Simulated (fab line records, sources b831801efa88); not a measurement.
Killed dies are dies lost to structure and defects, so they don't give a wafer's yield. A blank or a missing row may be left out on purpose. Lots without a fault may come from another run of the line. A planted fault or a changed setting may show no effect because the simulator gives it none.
fab line records | flow sky130
record lots=11 wafers=33 last_day=50
route steps=708 shown GATE_OXIDE@189 LDD_N@244 LDD_P@263 PAD_OPEN@708
lots that met no fault: from a run of the same line without faults
start_h: hours from the record's first day to the start of the lot's first wafer shown | wait_h: hours since the lot's step before | " the same as in the row above | L1.1+2: a row that stands for several wafers | - no value, or no start given | * or withheld: withheld | < > ~ a bound
route shown NAME@n: a module of which the file shows steps, and the number in the route of the first | usual: mean/standard deviation of fault-free wafers | same: alike in all rows | chamber/n: place in a boat | sites: the reading at each site | _std_site: their standard deviation | _edge_site: outer sites' mean less inner sites' | radius_mm: how far each site lies from the wafer's centre | mask NAME#n: copy n | behind: the tool/chamber that last shaped the wafer | hold: why the lot was held/for how many hours/how that ended | device: the transistor (n, p or np) that didn't switch | end of line: the same wafers' tests at the end of the route | a step without rows: its recipe alone | killed: dies lost to structure and defects at the first sort, not the wafer's yield | map: a wafer's dies, x killed, . not, _ none there
set.NAME: the setting as run; set.NAME@STEP: as run at that earlier step | model.NAME: the simulator's own value behind a step, which no gauge read
steps of the route over a sample of lots; a table a step, a row a wafer
services: from which hour (start_h, from the record's first day; less than 0 if before it) a tool's chamber was out of use, for how many hours, and why
## steps
# step SKY_GATE_OXIDE_THK_MEAS_02
# recipe reads=SiO2_of_GATE_OXIDE_OXIDATION_01
# usual GATE_OXIDE_OXIDATION_00_THK=11.10/0.2
# columns lot.wafer tool chamber start_h wait_h GATE_OXIDE_OXIDATION_00_THK[nm]
L547.1 film_metro-01 - 283.51 0.0 11.17
L547.2 " - " " 10.92
L547.6 " - " " 11.01
L550.1 film_metro-01 - 309.11 0.0 11.19
L550.2 " - " " 11.22
L550.6 " - " " 11.13
L552.1 film_metro-01 - 326.14 0.0 11.07
L552.3 " - " " 11.22
L552.6 " - " " 11.18
L556.1 film_metro-01 - 361.78 0.0 11.30
L556.2 " - " " 11.27
L556.5 " - " " 11.01
L557.1 film_metro-01 - 369.38 0.0 11.00
L557.4 " - " " 10.98
L557.6 " - " " 10.92
L563.2 film_metro-03 - 418.81 0.0 11.23
L563.4 " - " " 11.01
L563.6 " - " " 11.12
L562.2 film_metro-03 - 420.22 0.0 11.03
L562.5 " - " " 10.88
L562.6 " - " " 10.96
L564.1 film_metro-01 - 425.75 0.0 11.31
L564.4 " - " " 11.08
L564.5 " - " " 11.09
L565.1 film_metro-02 - 435.06 0.0 11.00
L565.5 " - " " 11.00
L565.6 " - " " 10.98
L566.4 film_metro-01 - 444.45 0.0 11.20
L566.5 " - " " 11.19
L566.6 " - " " 11.15
L568.2 film_metro-03 - 461.42 0.0 10.99
L568.3 " - " " 11.18
L568.6 " - " " 11.09
# step SKY_LDD_N_OVL_MEAS_07
# usual LDD_N_OVL=1.6/1.5
# columns lot.wafer tool chamber start_h wait_h LDD_N_OVL[nm]
L547.1 overlay-02 - 402.67 0.1 3.0
L547.2 " - " " 3.8
L547.6 " - " " 4.0
L550.1 overlay-01 - 433.83 0.1 -0.3
L550.2 " - " " 1.2
L550.6 " - " " 1.0
L552.1 overlay-02 - 452.24 0.1 -0.1
L552.3 " - " " -1.3
L552.6 " - " " -0.3
L556.1 overlay-02 - 499.19 0.1 -0.8
L556.2 " - " " 0.9
L556.5 " - " " 1.0
L557.1 overlay-02 - 500.53 0.1 1.2
L557.4 " - " " 1.7
L557.6 " - " " 2.2
L563.2 overlay-02 - 546.12 0.1 2.8
L563.4 " - " " 4.8
L563.6 " - " " 5.0
L562.2 overlay-02 - 548.52 0.1 2.1
L562.5 " - " " 3.0
L562.6 " - " " 3.8
L564.1 overlay-01 - 554.73 0.1 1.2
L564.4 " - " " 0.1
L564.5 " - " " 0.4
L565.1 overlay-01 - 565.73 0.1 1.5
L565.5 " - " " 0.4
L565.6 " - " " 0.0
L566.4 overlay-02 - 571.05 0.1 3.8
L566.5 " - " " 3.7
L566.6 " - " " 3.4
L568.2 overlay-02 - 589.42 0.1 1.9
L568.3 " - " " 3.1
L568.6 " - " " 2.7
# step SKY_LDD_N_IMPLANT_11
# recipe species=As energy_kev=20 dose_cm2=7.5e+13 tilt_deg=withheld rotation_deg=293
# usual beam_on_s=10.02/0.21 end_station_pressure_torr=5.35e-06/2.8e-07 rotation_deg=293.00/0.053
# columns lot.wafer tool chamber start_h wait_h beam_on_s end_station_pressure_torr rotation_deg
L547.1 implanter-02 0 403.15 0.1 10.24 4.72e-06 292.97
L547.2 " 0 " " 9.67 5.45e-06 293.07
L547.6 " 0 " " 9.96 4.84e-06 292.97
L550.1 implanter-03 0 434.32 0.1 10.41 5.37e-06 292.97
L550.2 " 0 " " 9.97 5.47e-06 293.14
L550.6 " 0 " " 10.08 5.34e-06 293.04
L550.1 implanter-03 0 434.64 0.3 10.25 5.38e-06 292.87
L550.2 " 0 " " 10.28 5.23e-06 292.99
L550.6 " 0 " " 9.89 5.32e-06 293.02
L552.1 implanter-01 0 452.72 0.1 9.94 5.56e-06 292.98
L552.3 " 0 " " 9.78 5.34e-06 292.92
L552.6 " 0 " " 10.12 5.18e-06 293.00
L552.1 implanter-01 0 453.04 0.3 9.93 5.56e-06 292.91
L552.3 " 0 " " 10.03 5.98e-06 293.13
L552.6 " 0 " " 9.63 5.68e-06 292.99
L556.1 implanter-03 0 499.67 0.1 9.92 5.27e-06 292.99
L556.2 " 0 " " 9.59 5.66e-06 292.93
L556.5 " 0 " " 10.39 5.71e-06 292.91
L557.1 implanter-02 0 501.02 0.1 10.18 5.17e-06 293.00
L557.4 " 0 " " 9.78 4.95e-06 293.07
L557.6 " 0 " " 10.18 5.41e-06 293.04
L557.1 implanter-02 0 501.34 0.3 9.88 4.95e-06 292.98
L557.4 " 0 " " 10.26 5.63e-06 292.97
L557.6 " 0 " " 10.25 5.05e-06 292.96
L563.2 implanter-02 0 546.63 0.1 10.04 5.07e-06 292.93
L563.4 " 0 " " 9.89 5.54e-06 293.02
L563.6 " 0 " " 9.87 5.13e-06 292.89
L562.2 implanter-03 0 549.03 0.1 10.15 5.76e-06 293.06
L562.5 " 0 " " 9.76 5.8e-06 292.98
L562.6 " 0 " " 9.98 4.99e-06 293.08
L564.1 implanter-01 0 555.22 0.1 9.77 5.35e-06 293.05
L564.4 " 0 " " 10.08 5.41e-06 292.97
L564.5 " 0 " " 9.90 5.35e-06 292.93
L565.1 implanter-01 0 566.22 0.1 10.28 5.57e-06 292.93
L565.5 " 0 " " 10.00 5.54e-06 293.02
L565.6 " 0 " " 10.22 5.12e-06 293.05
L566.4 implanter-03 0 571.59 0.1 10.37 4.92e-06 292.98
L566.5 " 0 " " 9.74 5.61e-06 292.97
L566.6 " 0 " " 9.87 5.95e-06 293.07
L568.2 implanter-01 0 589.93 0.1 10.29 5.08e-06 293.01
L568.3 " 0 " " 9.71 5.51e-06 293.07
L568.6 " 0 " " 9.79 5.15e-06 292.98
# step SKY_LDD_N_STRIP_16
# recipe chemistry=O2/N2 power_w=1400 pressure_mtorr=1500 platen_temp_c=withheld o2_flow_sccm=3000 n2_flow_sccm=300 overash_fraction=0.5
# usual drypump_motor_current_A=5.6/0.34 o2_flow_sccm=3000/9.2 oes_product_au=0.406/0.0043 strip_time_to_endpoint_s=4.317/0.018
# columns lot.wafer tool chamber start_h wait_h drypump_motor_current_A o2_flow_sccm oes_product_au rf_hours_counter_h strip_time_to_endpoint_s
L547.1 plasma_asher-01 0 403.90 0.1 5.6 3004 0.414 68 4.324
L547.2 " 1 " " 5.2 2982 0.407 68 4.326
L547.6 " 1 " " 5.2 2997 0.407 - 4.322
L550.1 plasma_asher-04 0 435.39 0.1 5.1 2991 0.407 63 4.517
L550.2 " 1 " " 5.6 3008 0.405 63 4.499
L550.6 " 0 " " 5.0 3006 0.417 - 4.508
L552.1 plasma_asher-01 0 453.79 0.1 5.6 2998 0.405 2 4.538
L552.3 " 0 " " 5.6 2993 0.411 - 4.520
L552.6 " 1 " " 5.2 3002 0.408 - 4.541
L556.1 plasma_asher-03 0 500.42 0.1 5.7 3004 0.407 38 4.309
L556.2 " 1 " " 6.1 3018 0.408 38 4.316
L556.5 " 1 " " 6.1 3003 0.404 - 4.305
L557.1 plasma_asher-03 0 502.65 0.7 5.7 2985 0.403 38 4.497
L557.4 " 1 " " 6.1 2991 0.412 - 4.498
L557.6 " 1 " " 6.1 2999 0.408 - 4.506
L563.2 plasma_asher-01 1 547.35 0.1 5.2 2995 0.394 12 4.309
L563.4 " 1 " " 5.2 3006 0.404 - 4.298
L563.6 " 0 " " 5.6 3012 0.408 - 4.271
L562.2 plasma_asher-04 0 549.75 0.1 5.1 2978 0.402 75 4.349
L562.5 " 0 " " 5.1 3002 0.408 - 4.346
L562.6 " 1 " " 5.6 2993 0.402 - 4.354
L564.1 plasma_asher-01 1 555.97 0.1 5.2 3000 0.404 13 4.301
L564.4 " 0 " " 5.6 2999 0.409 - 4.311
L564.5 " 1 " " 5.2 2988 0.405 - 4.293
L565.1 plasma_asher-04 1 566.97 0.1 5.7 3006 0.403 77 4.321
L565.5 " 0 " " 5.1 3005 0.405 - 4.293
L565.6 " 1 " " 5.7 3013 0.402 - 4.303
L566.4 plasma_asher-03 1 572.30 0.1 6.0 3004 0.411 - 4.351
L566.5 " 0 " " 5.7 2983 0.401 - 4.335
L566.6 " 1 " " 6.0 2987 0.404 - 4.338
L568.2 plasma_asher-01 1 590.65 0.1 5.2 2999 0.409 15 4.309
L568.3 " 1 " " 5.2 2994 0.407 - 4.310
L568.6 " 0 " " 5.6 3007 0.405 - 4.322
# step SKY_LDD_N_TW_MEAS_17
# usual LDD_N_TW=2597/25
# columns lot.wafer tool chamber start_h wait_h LDD_N_TW
L547.1 film_metro-04 - 404.00 0.1 2581
L547.2 " - " " 2585
L547.6 " - " " 2580
L550.1 film_metro-01 - 435.49 0.1 2696
L550.2 " - " " 2687
L550.6 " - " " 2688
L552.1 film_metro-04 - 453.89 0.1 2712
L552.3 " - " " 2696
L552.6 " - " " 2706
L556.1 film_metro-02 - 500.52 0.1 2626
L556.2 " - " " 2628
L556.5 " - " " 2630
L557.1 film_metro-04 - 502.75 0.1 2711
L557.4 " - " " 2708
L557.6 " - " " 2692
L563.2 film_metro-02 - 547.46 0.1 2636
L563.4 " - " " 2625
L563.6 " - " " 2630
L562.2 film_metro-01 - 549.86 0.1 2563
L562.5 " - " " 2572
L562.6 " - " " 2582
L564.1 film_metro-01 - 556.07 0.1 2573
L564.4 " - " " 2576
L564.5 " - " " 2572
L565.1 film_metro-04 - 567.07 0.1 2590
L565.5 " - " " 2597
L565.6 " - " " 2612
L566.4 film_metro-01 - 572.40 0.1 2583
L566.5 " - " " 2565
L566.6 " - " " 2570
L568.2 film_metro-02 - 590.76 0.1 2616
L568.3 " - " " 2613
L568.6 " - " " 2626
# step SKY_LDD_P_OVL_MEAS_08
# usual LDD_P_OVL=0.6/1.4
# columns lot.wafer tool chamber start_h wait_h LDD_P_OVL[nm]
L547.1 overlay-01 - 434.25 0.1 1.3
L547.2 " - " " -0.2
L547.6 " - " " 0.3
L550.1 overlay-01 - 465.80 0.1 0.5
L550.2 " - " " -0.3
L550.6 " - " " 1.2
L552.1 overlay-02 - 484.15 0.1 0.3
L552.3 " - " " 0.0
L552.6 " - " " 1.0
L556.1 overlay-02 - 530.84 0.1 0.4
L556.2 " - " " 2.1
L556.5 " - " " 3.4
L557.1 overlay-02 - 532.14 0.1 0.8
L557.4 " - " " 0.9
L557.6 " - " " 0.3
L563.2 overlay-02 - 576.76 0.1 -0.9
L563.4 " - " " -0.3
L563.6 " - " " -0.5
L562.2 overlay-01 - 579.14 0.1 -1.2
L562.5 " - " " -0.9
L562.6 " - " " -1.9
L564.1 overlay-02 - 585.60 0.1 -0.6
L564.4 " - " " 1.4
L564.5 " - " " 1.1
L565.1 overlay-02 - 596.60 0.1 0.7
L565.5 " - " " 1.9
L565.6 " - " " 0.8
L566.4 overlay-02 - 601.45 0.1 0.6
L566.5 " - " " 1.1
L566.6 " - " " 0.6
L568.2 overlay-01 - 620.01 0.1 -1.4
L568.3 " - " " -2.5
L568.6 " - " " -2.6
# step SKY_PAD_OPEN_PROBE_99
# usual killed_at_M0_to_M3=44/7.3 killed_at_M4_up=3.3/1.8 killed_at_contacts=24/5.3 killed_at_front_end=16/5 killed_at_other=0.2/0.51 killed_dies=87/10 killed_open=47/7.5 killed_short=40/6.3
# same gross_dies=492 killed_at_back_side=0
# columns lot.wafer tool chamber start_h wait_h killed_at_M0_to_M3 killed_at_M4_up killed_at_contacts killed_at_front_end killed_at_other killed_dies killed_open killed_short
L550.1 prober-01 - 1099.25 0.1 44 2 21 20 0 87 54 33
L550.2 prober-01 - 1099.30 0.1 51 3 22 14 0 90 53 37
L550.6 prober-01 - 1099.50 0.2 55 4 16 15 0 90 42 48
L552.1 prober-01 - 1119.35 0.1 40 2 23 14 0 79 47 32
L552.3 prober-01 - 1119.45 0.2 35 2 24 28 0 89 47 39
L552.6 prober-01 - 1119.60 0.2 35 3 26 14 1 79 32 47
L557.1 prober-02 - 1144.50 0.1 40 5 14 21 0 80 37 43
L557.4 prober-02 - 1144.65 0.2 49 4 22 13 0 88 49 39
L557.6 prober-02 - 1144.75 0.2 39 3 20 19 0 81 40 41
L563.2 prober-02 - 1176.30 0.1 40 3 25 13 0 81 38 43
L563.4 prober-02 - 1176.40 0.2 30 5 20 13 0 68 39 29
L563.6 prober-02 - 1176.50 0.2 53 4 37 14 0 108 58 50
L565.1 prober-02 - 1182.26 0.1 44 3 23 19 0 89 52 35
L565.5 prober-02 - 1182.46 0.2 45 5 22 15 0 87 56 31
L565.6 prober-02 - 1182.51 0.2 42 1 25 9 0 77 45 32
L566.4 prober-01 - 1189.93 0.2 37 0 24 12 1 74 44 30
L566.5 prober-01 - 1189.98 0.2 39 2 26 16 1 84 44 40
L566.6 prober-01 - 1190.03 0.2 52 4 30 18 0 104 59 45
L568.2 prober-01 - 1199.94 0.1 52 0 20 18 0 90 41 49
L568.3 prober-01 - 1199.99 0.2 49 4 16 14 0 83 48 35
L568.6 prober-01 - 1200.14 0.2 39 1 25 5 1 71 35 36
# killed by level:class
L550.1 VIA1:geometric_particle:open=16 CONTACT:geometric_particle:open=9 METAL2:geometric_particle:short=7 VIA2:geometric_particle:open=7 FIELD_ISO:geometric_particle:short=5 VIA3:geometric_particle:open=5 FIELD_ISO:geometric_particle:open=4 POLY_GATE:geometric_particle:open=4
L550.2 VIA1:geometric_particle:open=12 VIA2:geometric_particle:open=10 CONTACT:geometric_particle:open=10 VIA3:geometric_particle:open=8 VIA1:geometric_particle:short=7 LI_CONTACT:geometric_particle:short=5 METAL2:geometric_particle:short=4 VIA2:geometric_particle:short=4
L550.6 VIA1:geometric_particle:open=13 VIA2:geometric_particle:open=10 METAL1:geometric_particle:short=9 FIELD_ISO:geometric_particle:short=6 METAL2:geometric_particle:short=5 POLY_GATE:geometric_particle:open=4 LOCAL_INTERCONNECT:geometric_particle:short=4 CONTACT:geometric_particle:open=4
L552.1 VIA1:geometric_particle:open=11 CONTACT:geometric_particle:open=10 LI_CONTACT:geometric_particle:open=6 VIA3:geometric_particle:open=6 VIA2:geometric_particle:open=5 FIELD_ISO:geometric_particle:short=4 POLY_GATE:geometric_particle:short=4 LI_CONTACT:geometric_particle:short=4
L552.3 VIA1:geometric_particle:open=9 POLY_GATE:geometric_particle:open=7 VIA3:geometric_particle:open=7 CONTACT:geometric_particle:open=7 METAL1:geometric_particle:short=7 CONTACT:geometric_particle:short=6 LI_CONTACT:geometric_particle:open=5 METAL2:geometric_particle:short=5
L552.6 LOCAL_INTERCONNECT:geometric_particle:short=8 VIA1:geometric_particle:short=8 LI_CONTACT:geometric_particle:open=7 VIA1:geometric_particle:open=6 FIELD_ISO:geometric_particle:short=5 CONTACT:geometric_particle:open=5 METAL2:geometric_particle:short=4 VIA2:geometric_particle:open=4
L557.1 VIA1:geometric_particle:open=8 POLY_GATE:geometric_particle:short=5 CONTACT:geometric_particle:open=5 METAL1:geometric_particle:short=5 METAL2:geometric_particle:short=5 VIA2:geometric_particle:short=5 METAL3:geometric_particle:short=5 FIELD_ISO:geometric_particle:open=4
L557.4 VIA1:geometric_particle:open=9 VIA3:geometric_particle:open=9 METAL2:geometric_particle:short=8 VIA2:geometric_particle:open=8 LI_CONTACT:geometric_particle:open=7 POLY_GATE:geometric_particle:open=5 LOCAL_INTERCONNECT:geometric_particle:short=5 FIELD_ISO:geometric_particle:open=4
L557.6 VIA1:geometric_particle:open=10 METAL2:geometric_particle:short=10 LI_CONTACT:geometric_particle:open=8 FIELD_ISO:geometric_particle:short=5 FIELD_ISO:geometric_particle:open=4 POLY_GATE:geometric_particle:open=4 POLY_GATE:geometric_particle:short=3 VIA1:geometric_particle:short=3
L563.2 POLY_GATE:geometric_particle:short=8 VIA3:geometric_particle:short=8 CONTACT:geometric_particle:open=7 VIA2:geometric_particle:open=6 LOCAL_INTERCONNECT:geometric_particle:short=5 LI_CONTACT:geometric_particle:open=5 METAL2:geometric_particle:short=5 VIA3:geometric_particle:open=5
L563.4 CONTACT:geometric_particle:open=9 VIA1:geometric_particle:open=7 VIA3:geometric_particle:open=5 POLY_GATE:geometric_particle:short=4 LI_CONTACT:geometric_particle:open=4 LOCAL_INTERCONNECT:geometric_particle:short=4 METAL1:geometric_particle:short=4 POLY_GATE:geometric_particle:open=3
L563.6 VIA1:geometric_particle:open=12 LI_CONTACT:geometric_particle:open=11 CONTACT:geometric_particle:open=10 CONTACT:geometric_particle:short=9 METAL2:geometric_particle:short=8 VIA3:geometric_particle:open=8 METAL1:geometric_particle:short=6 VIA2:geometric_particle:open=6
L565.1 VIA1:geometric_particle:open=12 FIELD_ISO:geometric_particle:open=9 CONTACT:geometric_particle:open=8 LI_CONTACT:geometric_particle:open=7 VIA3:geometric_particle:open=7 VIA2:geometric_particle:open=6 VIA1:geometric_particle:short=5 METAL1:geometric_particle:short=5
L565.5 VIA1:geometric_particle:open=12 METAL1:geometric_particle:short=7 VIA2:geometric_particle:open=7 LOCAL_INTERCONNECT:geometric_particle:short=6 CONTACT:geometric_particle:open=6 VIA3:geometric_particle:open=6 FIELD_ISO:geometric_particle:open=5 POLY_GATE:geometric_particle:open=5
L565.6 VIA1:geometric_particle:open=13 CONTACT:geometric_particle:open=8 VIA3:geometric_particle:open=7 LI_CONTACT:geometric_particle:open=6 METAL1:geometric_particle:short=6 CONTACT:geometric_particle:short=5 VIA2:geometric_particle:open=5 LOCAL_INTERCONNECT:geometric_particle:short=4
L566.4 VIA1:geometric_particle:open=11 CONTACT:geometric_particle:open=10 LI_CONTACT:geometric_particle:open=8 VIA3:geometric_particle:open=6 VIA1:geometric_particle:short=5 POLY_GATE:geometric_particle:short=4 SPACER:geometric_particle:short=4 CONTACT:geometric_particle:short=4
L566.5 VIA1:geometric_particle:open=8 LI_CONTACT:geometric_particle:open=7 CONTACT:geometric_particle:open=7 METAL1:geometric_particle:short=6 METAL2:geometric_particle:short=6 VIA2:geometric_particle:open=6 POLY_GATE:geometric_particle:open=5 VIA3:geometric_particle:open=5
L566.6 VIA1:geometric_particle:open=17 LI_CONTACT:geometric_particle:open=9 VIA3:geometric_particle:open=8 CONTACT:geometric_particle:open=8 CONTACT:geometric_particle:short=7 METAL1:geometric_particle:short=7 POLY_GATE:geometric_particle:open=6 METAL2:geometric_particle:short=5
L568.2 METAL1:geometric_particle:short=11 VIA1:geometric_particle:open=9 METAL2:geometric_particle:short=8 LI_CONTACT:geometric_particle:open=7 VIA3:geometric_particle:open=7 FIELD_ISO:geometric_particle:short=5 VIA3:geometric_particle:short=5 POLY_GATE:geometric_particle:open=4
L568.3 VIA3:geometric_particle:open=10 CONTACT:geometric_particle:open=8 VIA1:geometric_particle:open=8 METAL1:geometric_particle:short=7 VIA2:geometric_particle:open=6 VIA1:geometric_particle:short=5 POLY_GATE:geometric_particle:short=4 POLY_GATE:geometric_particle:open=4
L568.6 LI_CONTACT:geometric_particle:open=8 VIA1:geometric_particle:open=8 CONTACT:geometric_particle:short=6 METAL1:geometric_particle:short=6 VIA3:geometric_particle:open=6 VIA3:geometric_particle:short=5 LOCAL_INTERCONNECT:geometric_particle:short=4 CONTACT:geometric_particle:open=4
## services
# columns tool chamber start_h hours kind
plasma_asher-03 - 389.07 4.5 repair
plasma_asher-01 - 421.25 9.0 pm
plasma_asher-01 0 421.25 9.0 vent_cycle
plasma_asher-01 1 421.25 9.0 vent_cycle
implanter-03 - 428.73 1.7 repair
implanter-03 - 429.64 2.8 repair
plasma_asher-01 0 430.25 - clean
plasma_asher-01 1 430.25 - clean
implanter-03 - 439.08 2.6 repair
implanter-02 - 553.24 4.6 pm
plasma_asher-01 - 559.42 6.5 repair
## key
first_sign step=SKY_LDD_N_IMPLANT_11 reading=visit direction=added
effect step=SKY_LDD_N_STRIP_16 reading=strip_time_to_endpoint_s direction=up sigmas=11 usual=* struck=*
effect step=SKY_LDD_N_TW_MEAS_17 reading=LDD_N_TW direction=up sigmas=4.1 usual=2597 struck=2700
met_at SKY_LDD_N_IMPLANT_11
struck_lots L550,L552,L557
tester_left_out L550,L552,L557
not_acting_at SKY_GATE_OXIDE_THK_MEAS_02,SKY_LDD_N_OVL_MEAS_07,SKY_LDD_P_OVL_MEAS_08
fault kind=repeated_step_whole tool=implanter-01,implanter-02,implanter-03 chamber=- onset_h=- steps=SKY_LDD_N_IMPLANT_11 times=1 scope=struck_lots_only
# tester_left_out: of these lots the tester's yield and bins aren't shown, on N5 and GAA mostly nor the transistor test; their killed dies are dies lost to structure and defects alone, not to doping, threshold or leakage, so they don't give the yield
